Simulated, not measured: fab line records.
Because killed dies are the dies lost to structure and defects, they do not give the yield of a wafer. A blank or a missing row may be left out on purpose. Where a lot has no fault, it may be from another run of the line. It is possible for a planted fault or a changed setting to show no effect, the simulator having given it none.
fab line records | flow sky130
record lots=13 wafers=37 last-day=50
route steps=708 shown METAL2@503 VIA4@641 PAD_OPEN@708
lots with no fault: from the same line, run without faults
start-h: start of the lot's first displayed wafer, in hours after the record's first day | wait-h: hours since the lot's step before | " as in the row above | L1.1+2: several wafers, shown together as one row | - no value, or no start given | * or withheld: withheld | < > ~ a bound
route shown NAME@n: a module of which the file shows steps, and the number in the route of the first | usual: the fault-free wafers' mean and standard deviation | same: alike in all rows | chamber/n: place in a boat | sites: per-site readings | _std_site: their standard deviation | _edge_site: mean of outer sites minus mean of inner sites | radius-mm: how far each site lies from the wafer's centre | mask NAME#n: copy n | behind: the most recent tool/chamber to have shaped the wafer | hold: the reason the lot was held/the length of the hold in hours/how it ended | device: which transistor (n, p or np) failed to switch | end of line: the same wafers' tests at the end of the route | where a step has no rows: the recipe by itself | killed: dies lost to structure and defects at the first sort, not the wafer's yield | map: a wafer's dies, x killed, . not, _ none there
set.NAME: the setting as run; set.NAME@STEP: as run at that earlier step | model.NAME: the simulator's own value behind a step, which no gauge read
steps of the route over a sample of lots; a table a step, a row a wafer
services: the hour from which a tool's chamber was out of use, counted from the record's first day as start-h (under 0 if before that day), plus the number of hours and why
## steps
# step SKY_METAL2_STRIP_20
# recipe chemistry=O2/N2 power-w=1400 pressure-mtorr=1500 platen-temp-c=withheld o2-flow-sccm=3000 n2-flow-sccm=300 overash-fraction=0.5
# usual drypump-motor-current-A=5.7/0.37 oes-product-au=0.340/0.0052 strip-time-to-endpoint-s=2.64/0.052
# columns lot.wafer tool chamber start-h wait-h drypump-motor-current-A oes-product-au rf-hours-counter-h strip-time-to-endpoint-s
L591.2 plasma-asher-03 0 827.78 0.1 5.3 0.338 40 2.59
L591.4 " 0 " " 5.3 0.340 - 2.68
L591.6 " 1 " " 5.7 0.346 - 2.59
L593.1 plasma-asher-01 0 851.35 0.1 5.5 0.342 75 2.55
L593.5 " 0 " " 5.5 0.332 - 2.52
L593.6 " 1 " " 5.4 0.339 - 2.57
L594.1 plasma-asher-01 1 853.24 0.1 5.4 0.336 75 2.68
L594.2 " 0 " " 5.5 0.332 75 2.66
L594.6 " 1 " " 5.4 0.332 - 2.66
L595.2 plasma-asher-03 0 855.98 0.1 5.3 0.333 43 2.62
L595.3 " 0 " " 5.3 0.337 - 2.67
L595.5 " 0 " " 5.3 0.339 - 2.69
L601.2 plasma-asher-03 1 908.43 0.1 5.7 0.342 48 2.68
L601.3 " 0 " " 5.3 0.341 - 2.65
L603.5 plasma-asher-03 1 918.97 0.1 5.7 0.339 - 2.67
L603.6 " 0 " " 5.3 0.333 - 2.65
L605.3 plasma-asher-01 0 925.98 0.1 5.5 0.337 - 2.71
L605.4 " 1 " " 5.4 0.336 - 2.68
L605.6 " 1 " " 5.4 0.340 - 2.67
L606.1 plasma-asher-01 1 933.70 0.1 5.4 0.339 83 2.58
L606.3 " 0 " " 5.5 0.340 - 2.58
L606.5 " 0 " " 5.6 0.330 - 2.59
L607.2 plasma-asher-01 0 941.49 0.1 5.5 0.334 84 2.67
L607.3 " 1 " " 5.4 0.334 - 2.66
L607.4 " 0 " " 5.5 0.342 - 2.66
L608.1 plasma-asher-01 1 951.44 0.1 5.5 0.338 85 2.59
L608.5 " 1 " " 5.4 0.346 - 2.57
L608.6 " 0 " " 5.5 0.337 - 2.61
L609.2 plasma-asher-02 1 954.49 0.1 6.4 0.347 21 2.70
L609.3 " 0 " " 6.3 0.338 - 2.68
L609.5 " 0 " " 6.3 0.347 - 2.72
L612.2 plasma-asher-03 0 978.64 0.1 5.3 0.347 55 2.60
L612.4 " 0 " " 5.3 0.333 - 2.58
L612.5 " 1 " " 5.7 0.341 - 2.62
L614.1 plasma-asher-01 0 988.94 0.1 5.5 0.341 89 2.67
L614.4 " 1 " " 5.5 0.339 - 2.65
L614.6 " 0 " " 5.5 0.341 - 2.67
# step SKY_VIA4_CMP_02
# recipe material=SiO2 down-force-psi=4 platen-rpm=60 pad-velocity-m-s=0.94248
# usual motor-current-A=12.8/1.1
# columns lot.wafer tool chamber start-h wait-h motor-current-A
L591.4 cmp-01 1 989.01 0.1 13.0
L591.2 " 2 " " 13.1
L591.6 " 0 " " 11.3
L593.1 cmp-02 1 1008.36 0.1 12.5
L593.6 " 3 " " 9.6
L593.5 " 0 " " 14.8
L594.1 cmp-01 1 1012.78 0.2 13.3
L594.2 " 0 " " 11.7
L594.6 " 1 " " 12.9
L595.2 cmp-01 2 1014.68 0.2 12.6
L595.3 " 3 " " 13.2
L595.5 " 1 " " 12.9
L601.3 cmp-02 1 1057.84 0.1 13.0
L601.2 " 2 " " 12.9
L603.5 cmp-02 2 1070.46 0.4 12.3
L603.6 " 3 " " 10.6
L605.4 cmp-01 1 1073.71 0.0 12.7
L605.3 " 2 " " 13.3
L605.6 " 2 " " 12.6
L606.3 cmp-02 1 1080.66 0.0 12.4
L606.1 " 2 " " 12.1
L606.5 " 1 " " 12.3
L607.4 cmp-01 3 1087.20 0.4 12.6
L607.2 " 0 " " 12.4
L607.3 " 2 " " 13.2
L608.1 cmp-01 3 1095.89 0.3 13.0
L608.5 " 1 " " 13.4
L608.6 " 2 " " 12.7
L609.2 cmp-01 1 1100.41 0.0 13.9
L609.3 " 3 " " 13.3
L609.5 " 2 " " 13.4
L612.2 cmp-01 0 1121.76 0.1 11.9
L612.4 " 2 " " 13.5
L612.5 " 0 " " 12.0
L614.1 cmp-02 0 1128.24 0.1 14.9
L614.4 " 2 " " 12.4
L614.6 " 3 " " 10.7
# step SKY_VIA4_SOFTBAKE_07
# recipe temp-c=90 time-s=60 resist=NOVOLAK
# usual run-length-s=89.11/0.29
# columns lot.wafer tool chamber start-h wait-h run-length-s
L591.2 litho-track-01 0 1000.22 0.1 88.96
L591.4 " 0 " " 88.82
L591.6 " 0 " " 88.87
L593.1 litho-track-04 0 1019.99 0.1 89.44
L593.5 " 0 " " 89.46
L593.6 " 0 " " 89.39
L594.1 litho-track-01 0 1023.99 0.1 88.87
L594.2 " 0 " " 88.97
L594.6 " 0 " " 88.95
L595.2 litho-track-01 0 1026.22 0.1 88.89
L595.3 " 0 " " 88.84
L595.5 " 0 " " 88.92
L601.2 litho-track-04 0 1069.12 0.1 89.42
L601.3 " 0 " " 91.99
L603.5 litho-track-04 0 1081.39 0.1 89.52
L603.6 " 0 " " 91.85
L605.3 litho-track-02 0 1085.26 0.1 88.79
L605.4 " 0 " " 88.92
L605.6 " 0 " " 88.98
L606.1 litho-track-02 0 1091.36 0.1 88.87
L606.3 " 0 " " 89.06
L606.5 " 0 " " 89.00
L607.2 litho-track-02 0 1097.78 0.1 88.91
L607.3 " 0 " " 88.81
L607.4 " 0 " " 88.97
L608.1 litho-track-02 0 1106.61 0.1 88.80
L608.5 " 0 " " 88.94
L608.6 " 0 " " 88.84
L609.2 litho-track-01 0 1111.27 0.1 88.88
L609.3 " 0 " " 88.98
L609.5 " 0 " " 89.01
L612.2 litho-track-01 0 1131.07 0.1 88.80
L612.4 " 0 " " 88.95
L612.5 " 0 " " 88.96
L614.1 litho-track-01 0 1137.69 0.1 89.00
L614.4 " 0 " " 88.97
L614.6 " 0 " " 88.90
# step SKY_VIA4_OVL_MEAS_11
# usual VIA4_OVL=-0.7/1.3
# columns lot.wafer tool chamber start-h wait-h VIA4_OVL[nm]
L591.2 overlay-02 - 1011.90 0.1 0.7
L591.4 " - " " -1.0
L591.6 " - " " -0.4
L593.1 overlay-01 - 1031.24 0.1 -0.3
L593.5 " - " " -1.1
L593.6 " - " " -1.5
L594.1 overlay-01 - 1035.44 0.1 -0.8
L594.2 " - " " -0.7
L594.6 " - " " -0.7
L595.2 overlay-02 - 1037.55 0.1 -0.5
L595.3 " - " " -0.1
L595.5 " - " " -0.7
L601.2 overlay-02 - 1079.65 0.1 0.4
L601.3 " - " " 1.2
L603.5 overlay-01 - 1091.67 0.0 0.5
L603.6 " - " " 0.9
L605.3 overlay-01 - 1095.51 0.1 0.8
L605.4 " - " " -0.3
L605.6 " - " " 0.0
L606.1 overlay-01 - 1101.54 0.1 0.2
L606.3 " - " " -1.0
L606.5 " - " " -1.3
L607.2 overlay-01 - 1107.75 0.1 0.3
L607.3 " - " " 0.4
L607.4 " - " " 0.5
L608.1 overlay-02 - 1116.54 0.1 -2.7
L608.5 " - " " -1.9
L608.6 " - " " -2.0
L609.2 overlay-02 - 1121.05 0.1 -1.8
L609.3 " - " " -1.8
L609.5 " - " " -2.0
L612.2 overlay-02 - 1140.25 0.1 -0.9
L612.4 " - " " -1.0
L612.5 " - " " -1.6
L614.1 overlay-02 - 1146.94 0.1 -1.9
L614.4 " - " " -0.7
L614.6 " - " " -1.4
# step SKY_PAD_OPEN_PROBE_99
# usual defect-limited-yield=82.3/2.1 killed_at_M0_to_M3=45/6.9 killed_at_M4_up=3.1/1.7 killed-at-contacts=24/5.7 killed-at-front-end=15/4.6 killed-at-other=0.3/0.57 killed-dies=87/10 killed-on-rim=17/3.9 killed-open=48/7.4 killed-short=39/6.7 sort_bin_3_pad_short=0.9/0.41 sort_bin_5_function=10.4/1.5 sort_bin_6_memory=6.4/1.1 sort-n-pass=405/10 sort-yield-pct=82.3/2.1
# same gross-dies=492 killed-at-back-side=0 sort_bin_4_leakage[%]=0 sort_bin_8_speed[%]=0
# columns lot.wafer tool chamber start-h wait-h defect-limited-yield[%] killed_at_M0_to_M3 killed_at_M4_up killed-at-contacts killed-at-front-end killed-at-other killed-dies killed-on-rim killed-open killed-short sort_bin_3_pad_short[%] sort_bin_5_function[%] sort_bin_6_memory[%] sort-n-pass sort-yield-pct[%]
L591.2 prober-02 - 1084.46 0.1 81.9 46 4 25 14 0 89 21 44 45 0.6 9.6 7.9 403 81.9
L591.4 prober-02 - 1084.56 0.2 81.7 51 3 22 13 1 90 16 56 34 1.0 9.8 7.5 402 81.7
L591.6 prober-02 - 1084.66 0.2 81.9 48 4 24 13 0 89 16 56 33 0.2 11.4 6.5 403 81.9
L593.1 prober-02 - 1100.41 0.1 83.7 34 7 29 10 0 80 14 39 41 0.8 9.8 5.7 412 83.7
L593.5 prober-02 - 1100.61 0.2 80.1 52 4 27 15 0 98 23 55 43 1.0 12.2 6.7 394 80.1
L593.6 prober-02 - 1100.66 0.2 85.4 37 4 21 10 0 72 14 38 34 1.2 8.9 4.5 420 85.4
L594.1 prober-01 - 1104.90 0.1 79.9 56 2 29 11 1 99 26 54 45 0.4 11.6 8.1 393 79.9
L594.2 prober-01 - 1104.95 0.1 82.9 36 4 38 6 0 84 15 53 31 0.8 11.0 5.3 408 82.9
L594.6 prober-01 - 1105.15 0.2 80.7 46 1 29 19 0 95 17 57 38 1.2 11.4 6.7 397 80.7
L595.2 prober-02 - 1109.01 0.1 84.1 44 1 22 10 1 78 13 33 45 0.4 8.7 6.7 414 84.1
L595.3 prober-02 - 1109.06 0.2 79.1 50 5 30 18 0 103 21 55 48 0.6 12.8 7.5 389 79.1
L595.5 prober-02 - 1109.16 0.2 83.1 40 2 24 17 0 83 13 40 43 0.8 9.1 6.9 409 83.1
L601.2 prober-01 - 1144.97 0.1 85.2 42 0 23 8 0 73 14 39 34 0.6 8.7 5.5 419 85.2
L601.3 prober-01 - 1145.02 0.2 84.3 44 0 22 11 0 77 13 40 37 0.4 8.5 6.7 415 84.3
L603.5 prober-02 - 1156.17 0.2 81.5 51 4 19 17 0 91 21 39 52 0.6 11.2 6.7 401 81.5
L603.6 prober-02 - 1156.22 0.2 84.6 42 4 14 15 1 76 16 38 37 0.6 10.4 4.5 416 84.6
L605.3 prober-01 - 1159.27 0.2 80.7 41 3 24 26 1 95 22 48 47 0.8 10.6 7.9 397 80.7
L605.4 prober-01 - 1159.32 0.2 82.9 44 5 22 12 1 84 16 39 45 0.8 10.6 5.7 408 82.9
L605.6 prober-01 - 1159.42 0.2 80.1 59 2 20 17 0 98 20 58 40 1.2 12.8 5.9 394 80.1
L606.1 prober-02 - 1164.06 0.1 80.7 43 2 36 14 0 95 10 57 38 0.6 11.6 7.1 397 80.7
L606.3 prober-02 - 1164.16 0.2 83.5 38 3 25 13 2 81 16 45 36 1.6 9.8 5.1 411 83.5
L606.5 prober-02 - 1164.26 0.2 81.3 48 2 24 18 0 92 20 56 36 1.4 10.0 7.3 400 81.3
L607.2 prober-01 - 1169.36 0.1 80.7 52 0 23 20 0 95 15 53 42 1.0 12.0 6.3 397 80.7
L607.3 prober-01 - 1169.41 0.2 79.3 42 1 38 21 0 102 23 57 45 1.6 11.8 7.3 390 79.3
L607.4 prober-01 - 1169.46 0.2 82.9 39 2 23 20 0 84 11 43 41 0.8 9.8 6.5 408 82.9
L608.1 prober-02 - 1177.57 0.1 79.9 48 5 30 16 0 99 20 48 51 1.0 13.6 5.5 393 79.9
L608.5 prober-02 - 1177.77 0.2 80.5 51 2 27 15 1 96 17 56 40 0.6 10.4 8.5 396 80.5
L608.6 prober-02 - 1177.82 0.2 80.1 59 3 22 14 0 98 20 47 51 1.2 10.6 8.1 394 80.1
L609.2 prober-01 - 1180.57 0.1 81.5 38 4 26 22 1 91 14 47 44 0.6 10.6 7.3 401 81.5
L609.3 prober-01 - 1180.62 0.2 81.5 44 5 22 20 0 91 17 47 44 0.4 11.2 6.9 401 81.5
L609.5 prober-01 - 1180.72 0.2 80.3 46 4 25 22 0 97 20 54 43 1.0 10.6 8.1 395 80.3
L612.2 prober-02 - 1196.07 0.1 80.3 45 5 27 18 2 97 18 54 43 1.0 11.2 7.5 395 80.3
L612.4 prober-02 - 1196.17 0.2 83.5 45 4 22 10 0 81 19 45 36 1.0 10.2 5.3 411 83.5
L612.5 prober-02 - 1196.22 0.2 85.0 38 1 17 18 0 74 16 39 35 0.6 10.0 4.5 418 85.0
L614.1 prober-02 - 1201.76 0.1 84.1 36 5 20 17 0 78 18 39 39 0.4 7.5 7.9 414 84.1
L614.4 prober-02 - 1201.91 0.2 85.4 43 0 16 12 1 72 10 37 35 0.4 8.5 5.7 420 85.4
L614.6 prober-02 - 1202.01 0.2 84.8 36 1 24 12 2 75 15 38 37 0.8 8.1 6.3 417 84.8
# killed by level:class
L591.2 CONTACT:geometric-particle:short=11 CONTACT:geometric-particle:open=9 VIA1:geometric-particle:open=8 VIA2:geometric-particle:open=8 VIA3:geometric-particle:open=7 VIA1:geometric-particle:short=6 POLY_GATE:geometric-particle:short=5 METAL1:geometric-particle:short=5
L591.4 VIA1:geometric-particle:open=14 CONTACT:geometric-particle:open=10 VIA3:geometric-particle:open=8 VIA2:geometric-particle:open=7 FIELD_ISO:geometric-particle:open=6 LI_CONTACT:geometric-particle:open=6 METAL1:geometric-particle:short=6 FIELD_ISO:geometric-particle:short=4
L591.6 VIA1:geometric-particle:open=12 VIA3:geometric-particle:open=11 CONTACT:geometric-particle:open=10 FIELD_ISO:geometric-particle:open=7 VIA3:geometric-particle:short=6 METAL2:geometric-particle:short=5 LI_CONTACT:geometric-particle:open=5 CONTACT:geometric-particle:short=5
L593.1 CONTACT:geometric-particle:open=11 VIA1:geometric-particle:open=8 METAL4:geometric-particle:short=7 LOCAL_INTERCONNECT:geometric-particle:short=6 METAL1:geometric-particle:short=6 LI_CONTACT:geometric-particle:open=5 METAL2:geometric-particle:short=5 VIA2:geometric-particle:open=5
L593.5 CONTACT:geometric-particle:open=11 VIA1:geometric-particle:open=10 METAL1:geometric-particle:short=8 VIA3:geometric-particle:open=8 VIA2:geometric-particle:short=6 LI_CONTACT:geometric-particle:open=6 METAL2:geometric-particle:short=6 VIA2:geometric-particle:open=6
L593.6 VIA1:geometric-particle:open=11 VIA2:geometric-particle:open=8 CONTACT:geometric-particle:short=7 METAL1:geometric-particle:short=6 LI_CONTACT:geometric-particle:open=5 SPACER:geometric-particle:short=4 CONTACT:geometric-particle:open=4 VIA3:geometric-particle:open=4
L594.1 CONTACT:geometric-particle:open=12 VIA2:geometric-particle:open=9 METAL1:geometric-particle:short=9 VIA1:geometric-particle:open=9 VIA3:geometric-particle:open=8 LI_CONTACT:geometric-particle:open=6 LOCAL_INTERCONNECT:geometric-particle:short=5 METAL2:geometric-particle:short=5
L594.2 CONTACT:geometric-particle:open=14 LI_CONTACT:geometric-particle:open=11 VIA1:geometric-particle:open=11 VIA3:geometric-particle:open=8 LOCAL_INTERCONNECT:geometric-particle:short=5 CONTACT:geometric-particle:short=5 VIA2:geometric-particle:open=4 METAL3:geometric-particle:short=4
L594.6 CONTACT:geometric-particle:open=10 VIA1:geometric-particle:open=9 VIA2:geometric-particle:open=9 FIELD_ISO:geometric-particle:open=8 METAL1:geometric-particle:short=8 VIA3:geometric-particle:open=8 FIELD_ISO:geometric-particle:short=7 LI_CONTACT:geometric-particle:open=6
L595.2 METAL2:geometric-particle:short=8 CONTACT:geometric-particle:open=7 METAL1:geometric-particle:short=7 VIA3:geometric-particle:short=7 VIA2:geometric-particle:open=6 LI_CONTACT:geometric-particle:open=4 LI_CONTACT:geometric-particle:short=4 LOCAL_INTERCONNECT:geometric-particle:short=4
L595.3 CONTACT:geometric-particle:open=13 VIA2:geometric-particle:open=9 VIA1:geometric-particle:open=7 LI_CONTACT:geometric-particle:open=6 VIA2:geometric-particle:short=6 METAL1:geometric-particle:short=6 VIA3:geometric-particle:open=6 LOCAL_INTERCONNECT:geometric-particle:short=5
L595.5 CONTACT:geometric-particle:open=9 VIA3:geometric-particle:open=7 POLY_GATE:geometric-particle:short=6 VIA1:geometric-particle:open=6 VIA2:geometric-particle:open=6 METAL2:geometric-particle:short=6 FIELD_ISO:geometric-particle:short=5 LI_CONTACT:geometric-particle:open=5
L601.2 METAL2:geometric-particle:short=12 VIA1:geometric-particle:open=11 CONTACT:geometric-particle:open=10 LI_CONTACT:geometric-particle:open=5 VIA3:geometric-particle:open=5 LOCAL_INTERCONNECT:geometric-particle:short=4 FIELD_ISO:geometric-particle:open=3 POLY_GATE:geometric-particle:short=3
L601.3 VIA1:geometric-particle:open=9 LI_CONTACT:geometric-particle:open=8 VIA2:geometric-particle:open=8 LOCAL_INTERCONNECT:geometric-particle:short=6 METAL1:geometric-particle:short=6 VIA3:geometric-particle:open=6 POLY_GATE:geometric-particle:short=5 CONTACT:geometric-particle:open=5
L603.5 METAL2:geometric-particle:short=12 VIA1:geometric-particle:open=9 POLY_GATE:geometric-particle:short=6 LI_CONTACT:geometric-particle:open=6 METAL1:geometric-particle:short=6 VIA1:geometric-particle:short=6 VIA2:geometric-particle:open=6 CONTACT:geometric-particle:open=5
L603.6 VIA1:geometric-particle:open=13 CONTACT:geometric-particle:open=6 POLY_GATE:geometric-particle:short=5 VIA2:geometric-particle:open=5 LOCAL_INTERCONNECT:geometric-particle:short=4 METAL2:geometric-particle:short=4 METAL4:geometric-particle:short=4 METAL3:geometric-particle:short=4
L605.3 POLY_GATE:geometric-particle:short=10 VIA1:geometric-particle:open=10 FIELD_ISO:geometric-particle:open=6 METAL1:geometric-particle:short=6 LI_CONTACT:geometric-particle:open=6 CONTACT:geometric-particle:open=6 VIA2:geometric-particle:open=5 LI_CONTACT:geometric-particle:short=4
L605.4 VIA1:geometric-particle:open=11 CONTACT:geometric-particle:short=8 METAL1:geometric-particle:short=6 METAL2:geometric-particle:short=5 CONTACT:geometric-particle:open=5 VIA3:geometric-particle:open=5 LI_CONTACT:geometric-particle:open=4 VIA2:geometric-particle:short=4
L605.6 VIA1:geometric-particle:open=16 METAL2:geometric-particle:short=13 LI_CONTACT:geometric-particle:open=7 CONTACT:geometric-particle:open=7 VIA2:geometric-particle:open=6 FIELD_ISO:geometric-particle:short=5 VIA3:geometric-particle:open=5 FIELD_ISO:geometric-particle:open=4
L606.1 LI_CONTACT:geometric-particle:open=11 VIA1:geometric-particle:open=10 CONTACT:geometric-particle:open=10 VIA3:geometric-particle:open=7 VIA2:geometric-particle:open=7 FIELD_ISO:geometric-particle:short=5 METAL3:geometric-particle:short=5 LOCAL_INTERCONNECT:geometric-particle:open=5
L606.3 LI_CONTACT:geometric-particle:open=10 VIA1:geometric-particle:open=10 CONTACT:geometric-particle:open=6 VIA1:geometric-particle:short=6 VIA2:geometric-particle:open=5 FIELD_ISO:geometric-particle:open=4 LI_CONTACT:geometric-particle:short=4 LOCAL_INTERCONNECT:geometric-particle:short=4
L606.5 CONTACT:geometric-particle:open=12 VIA1:geometric-particle:open=12 VIA2:geometric-particle:open=8 LI_CONTACT:geometric-particle:open=6 METAL2:geometric-particle:short=6 FIELD_ISO:geometric-particle:short=5 VIA1:geometric-particle:short=5 FIELD_ISO:geometric-particle:open=4
L607.2 VIA1:geometric-particle:open=15 CONTACT:geometric-particle:open=9 VIA3:geometric-particle:open=8 POLY_GATE:geometric-particle:open=7 FIELD_ISO:geometric-particle:short=6 CONTACT:geometric-particle:short=6 METAL2:geometric-particle:short=5 VIA2:geometric-particle:open=5
L607.3 CONTACT:geometric-particle:open=14 CONTACT:geometric-particle:short=10 VIA1:geometric-particle:open=9 POLY_GATE:geometric-particle:open=7 METAL2:geometric-particle:short=7 VIA2:geometric-particle:open=7 LI_CONTACT:geometric-particle:open=6 LOCAL_INTERCONNECT:geometric-particle:short=6
L607.4 VIA3:geometric-particle:open=10 CONTACT:geometric-particle:open=8 LOCAL_INTERCONNECT:geometric-particle:short=6 METAL2:geometric-particle:short=6 VIA2:geometric-particle:open=6 FIELD_ISO:geometric-particle:open=5 POLY_GATE:geometric-particle:short=5 CONTACT:geometric-particle:short=5
L608.1 VIA1:geometric-particle:open=12 CONTACT:geometric-particle:open=8 LI_CONTACT:geometric-particle:open=6 LOCAL_INTERCONNECT:geometric-particle:short=6 METAL1:geometric-particle:short=6 POLY_GATE:geometric-particle:short=5 CONTACT:geometric-particle:short=5 VIA3:geometric-particle:open=5
L608.5 VIA1:geometric-particle:open=16 CONTACT:geometric-particle:open=13 LI_CONTACT:geometric-particle:open=9 METAL2:geometric-particle:short=7 VIA2:geometric-particle:open=5 VIA3:geometric-particle:open=5 FIELD_ISO:geometric-particle:open=4 POLY_GATE:geometric-particle:short=4
L608.6 VIA2:geometric-particle:open=12 METAL1:geometric-particle:short=11 CONTACT:geometric-particle:open=10 VIA1:geometric-particle:open=6 VIA3:geometric-particle:open=6 VIA3:geometric-particle:short=6 CONTACT:geometric-particle:short=5 METAL2:geometric-particle:short=5
L609.2 VIA3:geometric-particle:open=10 CONTACT:geometric-particle:open=8 VIA1:geometric-particle:open=7 CONTACT:geometric-particle:short=7 FIELD_ISO:geometric-particle:short=6 POLY_GATE:geometric-particle:open=5 FIELD_ISO:geometric-particle:open=4 POLY_GATE:geometric-particle:short=4
L609.3 VIA1:geometric-particle:open=11 CONTACT:geometric-particle:open=7 METAL1:geometric-particle:short=7 POLY_GATE:geometric-particle:short=6 POLY_GATE:geometric-particle:open=5 LOCAL_INTERCONNECT:geometric-particle:short=5 METAL2:geometric-particle:open=5 VIA3:geometric-particle:open=5
L609.5 VIA1:geometric-particle:open=15 CONTACT:geometric-particle:open=10 FIELD_ISO:geometric-particle:short=8 LI_CONTACT:geometric-particle:open=7 METAL2:geometric-particle:short=7 METAL1:geometric-particle:short=6 FIELD_ISO:geometric-particle:open=5 VIA3:geometric-particle:open=5
L612.2 CONTACT:geometric-particle:open=9 VIA1:geometric-particle:open=9 METAL1:geometric-particle:short=9 VIA3:geometric-particle:open=9 LI_CONTACT:geometric-particle:open=7 VIA2:geometric-particle:open=6 POLY_GATE:geometric-particle:open=5 FIELD_ISO:geometric-particle:short=5
L612.4 VIA1:geometric-particle:open=11 CONTACT:geometric-particle:open=8 CONTACT:geometric-particle:short=7 METAL2:geometric-particle:short=6 VIA2:geometric-particle:open=6 VIA3:geometric-particle:open=6 POLY_GATE:geometric-particle:open=4 VIA1:geometric-particle:short=4
L612.5 FIELD_ISO:geometric-particle:short=9 METAL2:geometric-particle:short=8 VIA3:geometric-particle:open=8 CONTACT:geometric-particle:open=7 METAL1:geometric-particle:short=6 VIA1:geometric-particle:open=6 FIELD_ISO:geometric-particle:open=5 LI_CONTACT:geometric-particle:open=3
L614.1 VIA1:geometric-particle:open=8 METAL2:geometric-particle:short=8 LI_CONTACT:geometric-particle:open=7 CONTACT:geometric-particle:open=7 FIELD_ISO:geometric-particle:open=6 METAL1:geometric-particle:short=6 FIELD_ISO:geometric-particle:short=4 VIA1:geometric-particle:short=4
L614.4 METAL1:geometric-particle:short=7 VIA2:geometric-particle:open=7 LI_CONTACT:geometric-particle:open=6 VIA1:geometric-particle:short=6 CONTACT:geometric-particle:short=4 CONTACT:geometric-particle:open=4 METAL2:geometric-particle:short=4 VIA3:geometric-particle:short=4
L614.6 VIA1:geometric-particle:open=11 CONTACT:geometric-particle:open=8 LI_CONTACT:geometric-particle:open=7 FIELD_ISO:geometric-particle:short=4 LOCAL_INTERCONNECT:geometric-particle:short=4 METAL1:geometric-particle:short=4 VIA2:geometric-particle:open=4 METAL3:geometric-particle:short=4
## services
# columns tool chamber start-h hours kind
cmp-01 - 837.09 6.3 pm
cmp-02 - 839.33 0.5 repair
cmp-01 - 846.65 2.5 repair
plasma-asher-03 - 849.01 2.8 pm
cmp-01 - 851.60 1.3 repair
cmp-02 - 866.45 0.8 repair
cmp-02 - 870.16 0.2 repair
plasma-asher-03 - 887.08 0.5 repair
cmp-02 - 891.69 0.5 repair
cmp-02 - 912.00 4.0 pm
cmp-01 - 913.18 1.4 repair
plasma-asher-03 - 950.35 3.7 repair
cmp-02 - 960.89 23.7 pm
plasma-asher-01 - 973.34 0.6 repair
cmp-02 - 991.10 9.3 repair
cmp-02 - 1010.09 7.9 pm
cmp-01 - 1056.83 1.6 repair
cmp-01 - 1068.69 2.5 repair
plasma-asher-01 - 1069.34 1.6 repair
cmp-02 - 1075.85 2.2 repair
cmp-01 - 1083.20 4.0 pm
cmp-01 - 1096.25 1.2 repair
cmp-01 - 1116.48 5.2 pm
cmp-01 - 1127.93 17.8 pm
## key
first-sign step=SKY_VIA4_SOFTBAKE_07 reading=run-length-s direction=up sigmas=9.7 usual=* struck=*
effect none on later readings
met-at SKY_VIA4_SOFTBAKE_07
struck-lots L601,L603
struck-wafers L601.3,L603.6
not-acting-at SKY_METAL2_STRIP_20,SKY_VIA4_CMP_02,SKY_VIA4_OVL_MEAS_11
onset-between 1019.99 1069.12
fault kind=process-parameter-drift tool=litho-track-04 chamber=- onset-h=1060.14 steps=SKY_VIA4_SOFTBAKE_07 channel=time-s offset=* shape=step end-h=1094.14 scope=struck-wafers-only acts-in=* stated=*
